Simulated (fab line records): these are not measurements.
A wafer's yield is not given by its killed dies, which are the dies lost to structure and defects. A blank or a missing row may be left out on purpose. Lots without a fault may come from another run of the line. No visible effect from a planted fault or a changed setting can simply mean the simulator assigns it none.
Chamber matching || flow sky130 || cmp-02 running SKY_VIA4_CMP_02: 4 sister chambers
The step polishes SiO2. 8 wafers are shown with their chamber, then 7 later ones without.

EACH WAFER AND ITS CHAMBER
{"wafer": "L076.6", "chamber": 0, "motor current A (A)": 12.5}
{"wafer": "L078.3", "chamber": 2, "motor current A (A)": 11.4}
{"wafer": "L078.4", "chamber": 0, "motor current A (A)": 12.5}
{"wafer": "L079.2", "chamber": 1, "motor current A (A)": 10.6}
{"wafer": "L079.5", "chamber": 3, "motor current A (A)": 13.8}
{"wafer": "L079.6", "chamber": 2, "motor current A (A)": 11.2}
{"wafer": "L094.1", "chamber": 3, "motor current A (A)": 13.7}
{"wafer": "L094.2", "chamber": 1, "motor current A (A)": 10.4}

WAFERS MISSING THEIR CHAMBER
{"wafer": "L094.3", "motor current A (A)": 12.5}
{"wafer": "L094.4", "motor current A (A)": 12.6}
{"wafer": "L094.5", "motor current A (A)": 10.9}
{"wafer": "L094.6", "motor current A (A)": 12.1}
{"wafer": "L092.1", "motor current A (A)": 13.5}
{"wafer": "L092.3", "motor current A (A)": 12.0}
{"wafer": "L092.6", "motor current A (A)": 11.6}

WHICH CHAMBER EACH ONE RAN IN
{"wafer": "L094.3", "from the rows above": 0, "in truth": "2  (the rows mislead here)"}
{"wafer": "L094.4", "from the rows above": 0, "in truth": 0}
{"wafer": "L094.5", "from the rows above": "can't be placed: 1 or 2", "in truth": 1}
{"wafer": "L094.6", "from the rows above": 0, "in truth": 0}
{"wafer": "L092.1", "from the rows above": 3, "in truth": 3}
{"wafer": "L092.3", "from the rows above": "can't be placed: 0 or 2", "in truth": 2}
{"wafer": "L092.6", "from the rows above": 2, "in truth": 2}
Correctly placed: 4 of 7. From these rows, 2 cannot be placed; in 2 the true chamber is one of the candidates. 1 placed wrongly.
How it was worked out, from the rows above alone: a wafer's distance from a chamber is the root of the sum, over the readings, of the square of ((its reading less the chamber's mean) divided by the reading's scatter). If the next closest chamber is less than 2 further off than the closest, the wafer can't be placed; otherwise it belongs to the closest. Each chamber's mean is taken over the wafers shown for it. The scatter: the root of (the sum of the squares of (reading less its chamber's mean) over the shown wafers, divided by (wafers less chambers)).
